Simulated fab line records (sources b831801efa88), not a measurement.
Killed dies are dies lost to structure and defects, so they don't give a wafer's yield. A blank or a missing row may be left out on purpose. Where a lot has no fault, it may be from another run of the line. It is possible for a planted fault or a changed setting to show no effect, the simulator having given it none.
Chamber matching || flow gf180mcu || GF_V3_CMP_26 on cmp-01: 4 sister chambers
The step polishes, stops on SiO2, t overpolish 15 s, target thk 0 nm. 8 wafers are shown with their chamber, then 12 later ones without.

== WAFERS, EACH WITH ITS CHAMBER ==
{"wafer": "L089.2", "chamber": 1, "motorCurrentA (A)": 10.4, "platenRpm (rpm)": 60.03}
{"wafer": "L089.3", "chamber": 3, "motorCurrentA (A)": 12.5, "platenRpm (rpm)": 59.97}
{"wafer": "L090.2", "chamber": 0, "motorCurrentA (A)": 10.0, "platenRpm (rpm)": 60.03}
{"wafer": "L090.3", "chamber": 2, "motorCurrentA (A)": 10.2, "platenRpm (rpm)": 60.01}
{"wafer": "L090.5", "chamber": 3, "motorCurrentA (A)": 11.9, "platenRpm (rpm)": 59.90}
{"wafer": "L093.1", "chamber": 2, "motorCurrentA (A)": 10.0, "platenRpm (rpm)": 60.02}
{"wafer": "L093.3", "chamber": 0, "motorCurrentA (A)": 9.7, "platenRpm (rpm)": 60.05}
{"wafer": "L093.4", "chamber": 1, "motorCurrentA (A)": 10.8, "platenRpm (rpm)": 60.00}

== WAFERS WITH NO CHAMBER GIVEN ==
{"wafer": "L094.1", "motorCurrentA (A)": 10.3, "platenRpm (rpm)": 60.02}
{"wafer": "L094.4", "motorCurrentA (A)": 10.8, "platenRpm (rpm)": 59.98}
{"wafer": "L094.5", "motorCurrentA (A)": 9.9, "platenRpm (rpm)": 59.99}
{"wafer": "L095.1", "motorCurrentA (A)": 12.2, "platenRpm (rpm)": 59.99}
{"wafer": "L095.4", "motorCurrentA (A)": 10.3, "platenRpm (rpm)": 60.06}
{"wafer": "L095.6", "motorCurrentA (A)": 10.9, "platenRpm (rpm)": 60.00}
{"wafer": "L096.2", "motorCurrentA (A)": 11.4, "platenRpm (rpm)": 59.99}
{"wafer": "L096.4", "motorCurrentA (A)": 10.5, "platenRpm (rpm)": 59.93}
{"wafer": "L096.5", "motorCurrentA (A)": 11.4, "platenRpm (rpm)": 59.99}
{"wafer": "L097.2", "motorCurrentA (A)": 10.4, "platenRpm (rpm)": 60.00}
{"wafer": "L097.4", "motorCurrentA (A)": 10.5, "platenRpm (rpm)": 59.93}
{"wafer": "L097.5", "motorCurrentA (A)": 11.1, "platenRpm (rpm)": 59.97}

== CHAMBER TAKEN BY EACH ==
{"wafer": "L094.1", "from the rows above": "can't be placed: 2 or 1 or 0", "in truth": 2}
{"wafer": "L094.4", "from the rows above": "can't be placed: 1 or 2", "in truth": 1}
{"wafer": "L094.5", "from the rows above": "can't be placed: 2 or 0 or 1", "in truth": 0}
{"wafer": "L095.1", "from the rows above": 3, "in truth": 3}
{"wafer": "L095.4", "from the rows above": "can't be placed: 0 or 2 or 1", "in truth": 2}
{"wafer": "L095.6", "from the rows above": "can't be placed: 1 or 2", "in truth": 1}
{"wafer": "L096.2", "from the rows above": "can't be placed: 1 or 3 or 2", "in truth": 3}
{"wafer": "L096.4", "from the rows above": "can't be placed: 1 or 2 or 0", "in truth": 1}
{"wafer": "L096.5", "from the rows above": "can't be placed: 1 or 3 or 2", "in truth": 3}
{"wafer": "L097.2", "from the rows above": "can't be placed: 1 or 2 or 0", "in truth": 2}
{"wafer": "L097.4", "from the rows above": "can't be placed: 1 or 2 or 0", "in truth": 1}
{"wafer": "L097.5", "from the rows above": "can't be placed: 1 or 2 or 3", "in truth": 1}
Correct placement for 1 of the 12. Cannot be placed on the basis of these rows: 11; the candidates contain the true chamber in 11. 0 placed wrongly.
How it was worked out, from the rows above alone: a wafer's distance from a chamber is the root of the sum, over the readings, of the square of ((its reading less the chamber's mean) divided by the reading's scatter). If the next closest chamber is less than 2 further off than the closest, the wafer can't be placed; otherwise it belongs to the closest. For every chamber, the mean is computed from those of its wafers that are shown. The scatter: the root of (the sum of the squares of (reading less its chamber's mean) over the shown wafers, divided by (wafers less chambers)).
